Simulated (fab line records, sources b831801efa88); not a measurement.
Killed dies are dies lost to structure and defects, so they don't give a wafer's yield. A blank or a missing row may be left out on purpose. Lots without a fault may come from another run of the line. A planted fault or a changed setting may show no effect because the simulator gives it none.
Which tool did it? | flow gf180mcu | 13 lots, 39 wafers sampled, at 3 steps of a route of 602

WHAT THE GAUGES READ, wafer by wafer
GF_VT_IMPLANT_OVL_MEAS_07. Usual: VT_IMPLANT_OVL 0.9 nm, standard deviation 1.3.
lot  | measured     | on         | VT_IMPLANT_OVL (nm) | flag
L806 | day 5 17:16  | overlay-02 | -0.3 -0.2 0.7       |
L807 | day 6 00:11  | overlay-02 | 2.2 0.2 2.6         |
L808 | day 6 03:27  | overlay-01 | 1.9 -0.3 -0.2       |
L809 | day 6 12:02  | overlay-02 | -0.1 0.6 0.6        |
L810 | day 6 15:23  | overlay-02 | 0.8 -1.0 3.5        |
L811 | day 6 22:14  | overlay-02 | 4.5 2.9 3.1         |
L812 | day 7 11:08  | overlay-02 | 2.6 2.2 1.2         |
L814 | day 7 20:32  | overlay-02 | 0.4 3.1 0.0         |
L816 | day 8 07:35  | overlay-01 | -2.0 -1.8 -1.2      |
L820 | day 9 05:35  | overlay-01 | 2.4 1.2 3.4         |
L821 | day 9 09:11  | overlay-02 | 1.0 0.1 -0.2        |
L822 | day 9 13:11  | overlay-02 | 0.6 0.9 1.2         |
L826 | day 10 15:32 | overlay-01 | 4.2 0.7 1.6         |

GF_V1_THK_MEAS_01. Usual: V1_CVD_00_THK 599 nm, standard deviation 7.
lot  | measured     | on            | V1_CVD_00_THK (nm) | flag
L806 | day 17 00:30 | film_metro-01 | 593 600 596        |
L807 | day 17 10:10 | film_metro-01 | 606 604 600        |
L808 | day 17 12:41 | film_metro-03 | 597 602 601        |
L809 | day 18 02:06 | film_metro-03 | 588 598 593        |
L810 | day 18 11:17 | film_metro-01 | 597 596 606        |
L811 | day 18 22:09 | film_metro-01 | 612 605 595        |
L812 | day 19 13:27 | film_metro-03 | 588 594 598        |
L814 | day 20 02:23 | film_metro-02 | 588 592 596        |
L816 | day 20 21:54 | film_metro-01 | 593 591 599        |
L820 | day 22 10:31 | film_metro-03 | 588 598 600        |
L821 | day 22 14:32 | film_metro-03 | 604 611 602        |
L822 | day 22 20:40 | film_metro-02 | 601 596 604        |
L826 | day 23 22:58 | film_metro-03 | 602 612 596        |

WHICH TOOL RAN EACH LOT (tool, then ch and the chambers of the sampled wafers, then the start)
lot  | GF_POLY_GATE_ETCH_13
L806 | rie_si-02 ch 0,1,2, day 9 08:32
L807 | rie_si-02 ch 0,2,3, day 9 14:38
L808 | rie_si-01 ch 0,1,3, day 9 16:14
L809 | rie_si-02 ch 0,1, day 10 01:17
L810 | rie_si-02 ch 1,2,3, day 10 06:14
L811 | rie_si-01 ch 1,2, day 10 16:14
L812 | rie_si-02 ch 0,2,3, day 11 05:56
L814 | rie_si-02 ch 0,1,2, day 11 15:39
L816 | rie_si-01 ch 0,1,2, day 12 05:19
L820 | rie_si-02 ch 0,1, day 13 05:46
L821 | rie_si-01 ch 0,2, day 13 09:58
L822 | rie_si-02 ch 2,3, day 13 17:52
L826 | rie_si-01 ch 1,2,3, day 14 20:45
- GF_POLY_GATE_ETCH_13: etches poly-Si in HBr/Cl2, stops on SiO2, target depth 198.5 nm, time 69.6 s.

WHAT THE TOOLS THEMSELVES READ (means of the sampled wafers that have a number; where no wafer has one, the mark that the record gives instead)
GF_POLY_GATE_ETCH_13. Usual: bias_w 100.0 W, standard deviation 0.3; chamber_pressure_mTorr 10.000 mTorr, standard deviation 0.0093; drypump_motor_current_A 6.1 A, standard deviation 0.35; oes_product_au 0.987 a.u., standard deviation 0.0088; throttle_valve_pct 33.683 %, standard deviation 0.0094.
lot  | tool      | bias_w (W) | chamber_pressure_mTorr (mTorr) | drypump_motor_current_A (A) | oes_product_au (a.u.) | throttle_valve_pct (%) | flag
L806 | rie_si-02 | 100.1      | 10.000                         | 6.2                         | 1.001                 | 33.676                 |
L807 | rie_si-02 | 99.9       | 10.004                         | 6.4                         | 0.992                 | 33.687                 |
L808 | rie_si-01 | 100.4      | 10.008                         | 6.0                         | 0.987                 | 33.689                 |
L809 | rie_si-02 | 99.9       | 10.003                         | 6.3                         | 0.992                 | 33.676                 |
L810 | rie_si-02 | 100.0      | 9.995                          | 6.1                         | 0.992                 | 33.684                 |
L811 | rie_si-01 | 100.2      | 10.003                         | 6.2                         | 0.979                 | 33.687                 |
L812 | rie_si-02 | 99.9       | 10.007                         | 6.5                         | 0.988                 | 33.688                 |
L814 | rie_si-02 | 100.0      | 9.999                          | 6.2                         | 0.990                 | 33.679                 |
L816 | rie_si-01 | 100.1      | 10.000                         | 6.1                         | 0.974                 | 33.676                 |
L820 | rie_si-02 | 100.0      | 10.001                         | 6.0                         | 0.992                 | 33.677                 |
L821 | rie_si-01 | 99.9       | 9.999                          | 6.2                         | 0.983                 | 33.687                 |
L822 | rie_si-02 | 100.3      | 9.996                          | 6.3                         | 0.995                 | 33.680                 |
L826 | rie_si-01 | 99.7       | 9.997                          | 6.1                         | 0.986                 | 33.690                 |

THE ANSWER, worked out from the rows above alone
Rule: a lot is off if the mean of its wafers that have a number lies more than 3 standard deviations from the usual mean. A lot without any number at a reading at which 4 lots or more have one is off too. The other lots that the step has rows for count as sound. The gauges are gone through in route order, then the tools' own readings, and for those a lot's mean is taken as printed above. The first step at which some lot is off is used, and at that step the reading that is off furthest; a lot without a number counts as furthest.
No lot is off at any reading shown: from this, nothing can be told.

WHAT THE SIMULATOR HAD PUT IN
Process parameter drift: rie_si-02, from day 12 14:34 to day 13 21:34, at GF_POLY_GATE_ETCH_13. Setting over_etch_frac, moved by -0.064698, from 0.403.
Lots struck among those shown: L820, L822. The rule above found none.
